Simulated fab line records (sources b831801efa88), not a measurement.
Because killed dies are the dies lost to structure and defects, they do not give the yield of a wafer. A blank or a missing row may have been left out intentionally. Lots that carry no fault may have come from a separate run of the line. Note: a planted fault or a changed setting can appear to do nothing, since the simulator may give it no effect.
Which tool did it? ; flow gf180mcu ; Sampling: 13 lots, 39 wafers, 4 of 602 route steps

== WHAT THE GAUGES READ, wafer by wafer ==
GF_MVPSD_OVL_MEAS_07. Usual: for MVPSD_OVL the level is 0.5 nm and the standard deviation is 1.4.
lot;measured;on;MVPSD_OVL (nm);flag
L861;day 5 01:36;overlay-02;2.6 1.9 3.2;
L862;day 5 06:16;overlay-02;0.0 0.3 -1.0;
L863;day 5 10:42;overlay-02;0.3 1.5 0.5;
L866;day 6 05:58;overlay-02;1.7 3.6 3.4;
L869;day 7 00:05;overlay-01;-0.7 -0.9 0.7;
L870;day 7 06:58;overlay-01;1.2 1.1 1.1;
L871;day 7 12:59;overlay-01;-0.8 0.0 -1.0;
L872;day 7 18:19;overlay-01;-1.7 -1.2 0.3;
L874;day 8 05:16;overlay-01;1.3 1.9 1.0;
L877;day 9 02:22;overlay-01;1.6 -0.2 0.4;
L881;day 9 22:48;overlay-02;-2.1 -0.9 -1.0;
L882;day 10 06:29;overlay-01;-1.8 -1.7 0.1;
L884;day 10 17:34;overlay-01;-1.1 -0.5 -0.8;

GF_HV_LDD_CD_MEAS_31: the cd target is 400 nm. Usual: cd-nm reads 399.8 nm (standard deviation 2.7).
lot;measured;on;cd-nm (nm);flag
L861;day 11 11:59;cd-sem-02;401.5 402.5 401.3;
L862;day 11 19:52;cd-sem-02;401.8 398.2 399.0;
L863;day 12 03:16;cd-sem-01;393.5 393.5 393.7;
L866;day 13 04:16;cd-sem-01;401.5 399.4 401.2;
L869;day 14 03:56;cd-sem-02;402.0 400.4 401.9;
L870;day 14 10:25;cd-sem-01;402.3 402.7 403.8;
L871;day 14 19:25;cd-sem-02;399.7 398.1 399.2;
L872;day 15 04:35;cd-sem-02;399.2 398.7 400.9;
L874;day 15 15:49;cd-sem-01;399.0 399.7 400.5;
L877;day 16 20:10;cd-sem-02;406.4 402.9 406.6;
L881;day 17 23:37;cd-sem-01;398.9 399.2 398.9;
L882;day 18 09:42;cd-sem-01;398.6 397.7 397.9;
L884;day 19 01:09;cd-sem-02;396.2 396.5 394.9;

== EACH LOT AND THE TOOL THAT RAN IT (in order: tool; ch and the chambers of the sampled wafers; start) ==
lot;GF_DNWELL_EXPOSE_04;GF_DUAL_GATE_STRIP_13
L861;iline-stepper-02 ch 0, day 2 13:15;plasma-asher-01 ch 0,1, day 8 07:58
L862;iline-stepper-02 ch 0, day 2 17:42;plasma-asher-01 ch 0,1, day 8 14:31
L863;iline-stepper-01 ch 0, day 2 21:54;plasma-asher-03 ch 0,1, day 8 21:10
L866;iline-stepper-01 ch 0, day 3 14:39;plasma-asher-04 ch 0,1, day 9 19:19
L869;iline-stepper-02 ch 0, day 4 06:27;plasma-asher-03 ch 0,1, day 10 15:13
L870;iline-stepper-01 ch 0, day 4 12:02;plasma-asher-03 ch 0,1, day 10 22:07
L871;iline-stepper-01 ch 0, day 4 17:28;plasma-asher-03 ch 0,1, day 11 07:05
L872;iline-stepper-02 ch 0, day 4 22:25;plasma-asher-01 ch 0,1, day 11 13:24
L874;iline-stepper-02 ch 0, day 5 07:59;plasma-asher-01 ch 0,1, day 12 00:19
L877;iline-stepper-01 ch 0, day 6 01:27;plasma-asher-03 ch 0,1, day 13 01:10
L881;iline-stepper-01 ch 0, day 6 20:46;plasma-asher-03 ch 0,1, day 14 02:34
L882;iline-stepper-01 ch 0, day 7 02:41;plasma-asher-03 ch 0,1, day 14 10:01
L884;iline-stepper-01 ch 0, day 7 11:49;plasma-asher-01 ch 0,1, day 14 23:31
- GF_DNWELL_EXPOSE_04: exposes mask DNWELL, target cd 1700 nm.
- GF_DUAL_GATE_STRIP_13: strips in O2/N2.

== WHAT THE TOOLS THEMSELVES READ (means of the sampled wafers that have a number; where no wafer has one, the mark that the record gives instead) ==
GF_DNWELL_EXPOSE_04. Usual: exposure-dose-mJ-cm2 260.02, standard deviation 0.26; reticle-temp-C 23.00 C, standard deviation 0.1.
lot;tool;exposure-dose-mJ-cm2;reticle-temp-C (C);flag
L861;iline-stepper-02;259.93;22.95;
L862;iline-stepper-02;260.19;23.07;
L863;iline-stepper-01;260.25;22.86;
L866;iline-stepper-01;259.87;22.99;
L869;iline-stepper-02;259.98;22.97;
L870;iline-stepper-01;260.33;22.97;
L871;iline-stepper-01;259.85;22.98;
L872;iline-stepper-02;247.39;22.95;OFF
L874;iline-stepper-02;247.02;23.11;OFF
L877;iline-stepper-01;259.91;23.06;
L881;iline-stepper-01;260.03;23.11;
L882;iline-stepper-01;260.21;22.92;
L884;iline-stepper-01;259.93;23.11;

GF_DUAL_GATE_STRIP_13. Usual: drypump-motor-current-A 5.8 A, standard deviation 0.42; heater-power-w 332 W, standard deviation 32; o2-flow-sccm 3002 sccm, standard deviation 8.6; oes-product-au 0.716 a.u., standard deviation 0.0049; strip-time-to-endpoint-s 12.61 s, standard deviation 0.037.
lot;tool;drypump-motor-current-A (A);heater-power-w (W);o2-flow-sccm (sccm);oes-product-au (a.u.);strip-time-to-endpoint-s (s);flag
L861;plasma-asher-01;6.1;344;2998;0.720;12.58;
L862;plasma-asher-01;6.3;331;3004;0.719;12.58;
L863;plasma-asher-03;5.5;306;2997;0.718;12.59;
L866;plasma-asher-04;6.0;379;2990;0.720;12.64;
L869;plasma-asher-03;5.7;324;3006;0.717;12.64;
L870;plasma-asher-03;5.5;306;3006;0.716;12.70;
L871;plasma-asher-03;5.7;322;3004;0.710;12.57;
L872;plasma-asher-01;6.1;341;3001;0.713;12.57;
L874;plasma-asher-01;6.3;325;3003;0.712;12.65;
L877;plasma-asher-03;5.7;319;3000;0.716;12.60;
L881;plasma-asher-03;5.8;323;3003;0.720;12.59;
L882;plasma-asher-03;5.5;309;2995;0.717;12.64;
L884;plasma-asher-01;6.3;330;2998;0.720;12.56;

== THE ANSWER, worked out from the rows above alone ==
Rule: take the mean of a lot's wafers that have a number; if it is more than 3 standard deviations from the usual mean, the lot is off. Also off: a lot with no number at a reading for which 4 or more lots have one. Where the step has rows for the other lots, those lots are counted as sound. Order of review: gauges by route order, followed by the tools' own readings, for which a lot's mean as printed above is used. The first step at which some lot is off is used, and at that step the reading that is off furthest; a lot without a number counts as furthest.
Off, at GF_DNWELL_EXPOSE_04 on exposure-dose-mJ-cm2: L872, L874.
A tool fits if, at that step or a process step before it, it ran every lot that is off, and no sound lot after the first of them. One fits: GF_DNWELL_EXPOSE_04 on iline-stepper-02. A fault onset in the window from L869 (day 4 06:27, its last sound lot) to L872 (day 4 22:25, its first lot off) fits.
The tool's own readings at GF_DNWELL_EXPOSE_04 bear it out: on the lots that are off they differ by more than 5 times the standard deviation of the sound lots' means. exposure-dose-mJ-cm2 reads 247.20 there against 260.04 on the sound lots.

== WHAT HAD BEEN PUT IN BY THE SIMULATOR ==
Process parameter drift: iline-stepper-02, from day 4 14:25 on, at GF_DNWELL_EXPOSE_04. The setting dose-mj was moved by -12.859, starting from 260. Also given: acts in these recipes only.
Lots struck among those shown: L872, L874. The rule above reached the same finding.
